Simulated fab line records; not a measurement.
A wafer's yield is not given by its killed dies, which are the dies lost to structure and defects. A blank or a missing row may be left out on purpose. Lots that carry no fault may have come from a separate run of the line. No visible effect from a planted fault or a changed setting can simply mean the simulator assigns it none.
Which tool did it? -- flow sky130 -- 36 wafers from 12 lots sampled at 5 of the route's 708 steps

WHAT EACH GAUGE READ, for each wafer
SKY_LDD_HVP_OVL_MEAS_07. Usual: LDD_HVP_OVL gives -0.5 nm (standard deviation 1.6).
lot,measured,on,LDD_HVP_OVL (nm),flag
L293,day 22 09:38,overlay-02,-1.7 1.2 -0.7,
L294,day 22 14:55,overlay-01,-2.0 -2.8 -2.0,
L295,day 23 03:24,overlay-02,0.6 2.1 -1.2,
L298,day 24 14:37,overlay-01,- - -,OFF
L299,day 24 15:42,overlay-01,-2.3 -1.4 -0.4,
L302,day 25 10:38,overlay-02,-1.5 -0.9 -1.9,
L307,day 28 12:33,overlay-02,-1.3 -2.5 -2.7,
L309,day 28 13:28,overlay-01,-0.3 -1.0 -1.2,
L308,day 28 13:46,overlay-01,-0.8 0.8 -1.6,
L310,day 28 14:40,overlay-02,1.1 1.9 1.0,
L312,day 28 22:59,overlay-02,-3.2 -2.7 -2.6,
L313,day 29 04:49,overlay-02,0.0 0.8 0.9,

SKY_LDD_HVP_TW_MEAS_10. Usual: LDD_HVP_TW gives 462 (standard deviation 3.3).
lot,measured,on,LDD_HVP_TW,flag
L293,day 22 09:56,filmMetro-01,461 460 461,
L294,day 22 15:13,filmMetro-01,457 457 457,
L295,day 23 03:41,filmMetro-01,457 460 462,
L298,day 24 14:55,filmMetro-03,31 31 30 31 31 31,OFF
L299,day 24 15:59,filmMetro-02,464 468 463,
L302,day 25 10:56,filmMetro-02,461 462 463,
L307,day 28 12:50,filmMetro-01,456 458 456,
L309,day 28 13:46,filmMetro-02,465 462 466,
L308,day 28 14:04,filmMetro-03,463 464 462,
L310,day 28 14:57,filmMetro-01,457 457 456,
L312,day 28 23:17,filmMetro-03,464 465 463,
L313,day 29 05:07,filmMetro-01,457 459 461,

SKY_SD_P_CD_MEAS_07 targets a cd of 380 nm. Usual: 380.8 nm for cdNm, sd 2.5.
lot,measured,on,cdNm (nm),flag
L293,day 26 05:12,cdSem-01,379.6 380.2 380.4,
L294,day 26 12:59,cdSem-02,379.8 382.0 379.5,
L295,day 26 22:25,cdSem-02,381.2 381.7 382.6,
L299,day 28 08:49,cdSem-01,380.6 382.4 381.4,
L302,day 29 02:07,cdSem-01,383.8 384.0 384.2,
L307,day 32 01:39,cdSem-02,377.3 372.8 374.7,
L309,day 32 02:59,cdSem-02,382.5 383.6 382.2,
L308,day 32 04:06,cdSem-02,382.5 381.0 378.6,
L310,day 32 04:47,cdSem-01,381.8 382.8 381.0,
L312,day 32 11:12,cdSem-01,383.9 383.3 383.9,
L313,day 32 15:37,cdSem-01,375.9 377.3 376.4,

SKY_METAL1_CD_MEAS_15 targets a cd of 140 nm. Usual: 139.5 nm for cdNm, sd 1.6.
lot,measured,on,cdNm (nm),flag
L293,day 33 10:42,cdSem-01,141.8 139.7 139.0,
L294,day 33 16:59,cdSem-02,137.7 138.2 136.6,
L295,day 34 01:30,cdSem-01,136.6 139.2 139.7,
L299,day 35 08:51,cdSem-02,138.7 140.4 138.6,
L302,day 36 01:06,cdSem-02,136.2 137.3 137.1,
L307,day 38 19:24,cdSem-01,141.5 141.4 141.1,
L309,day 38 20:46,cdSem-01,139.2 139.9 140.3,
L308,day 38 22:18,cdSem-02,141.0 143.7 142.2,
L310,day 38 22:58,cdSem-02,140.1 140.8 139.5,
L312,day 39 06:11,cdSem-02,140.5 139.3 139.4,
L313,day 39 09:55,cdSem-01,139.9 141.1 142.0,

EACH LOT AND THE TOOL THAT RAN IT (in order: tool; ch and the chambers of the sampled wafers; start)
lot,SKY_LDD_HVP_EXPOSE_04
L293,"ilineStepper-01 ch 0, day 21 19:41"
L294,"ilineStepper-01 ch 0, day 22 00:47"
L295,"ilineStepper-02 ch 0, day 22 12:21"
L298,"ilineStepper-01 ch 0, day 23 23:40"
L299,"ilineStepper-01 ch 0, day 24 00:16"
L302,"ilineStepper-02 ch 0, day 24 20:22"
L307,"ilineStepper-01 ch 0, day 27 22:57"
L309,"ilineStepper-01 ch 0, day 28 00:16"
L308,"ilineStepper-02 ch 0, day 28 00:57"
L310,"ilineStepper-02 ch 0, day 28 01:26"
L312,"ilineStepper-01 ch 0, day 28 09:34"
L313,"ilineStepper-02 ch 0, day 28 14:32"
- SKY_LDD_HVP_EXPOSE_04: exposes mask HVPTM, target cd 700 nm.

WHAT THE TOOLS THEMSELVES READ (means of the sampled wafers that have a number; where no wafer has one, the mark that the record gives instead)
The record holds no such reading with a usual standard deviation.

THE ANSWER, worked out from the rows above alone
Rule: a lot counts as off when the mean over its wafers that have a number is more than 3 standard deviations away from the usual mean. Also off: a lot with no number at a reading for which 4 or more lots have one. Where the step has rows for the other lots, those lots are counted as sound. First the gauges in route order, then the tools' own readings, where a lot's mean is used as printed above. At the first step where some lot is off, the reading lying furthest off is the one used; lots without a number count as furthest.
Off: L298, seen at SKY_LDD_HVP_OVL_MEAS_07 (LDD_HVP_OVL). Without a number there: L298.
A tool fits if, at a process step before that reading, it ran every lot that is off, and no sound lot after the first of them. The gauges at SKY_LDD_HVP_OVL_MEAS_07 aren't tried: what is off there is off at SKY_LDD_HVP_TW_MEAS_10 too, on other tools, and a gauge's error can't cause that. None of those tried fits.

WHAT WAS PUT IN BY THE SIMULATOR
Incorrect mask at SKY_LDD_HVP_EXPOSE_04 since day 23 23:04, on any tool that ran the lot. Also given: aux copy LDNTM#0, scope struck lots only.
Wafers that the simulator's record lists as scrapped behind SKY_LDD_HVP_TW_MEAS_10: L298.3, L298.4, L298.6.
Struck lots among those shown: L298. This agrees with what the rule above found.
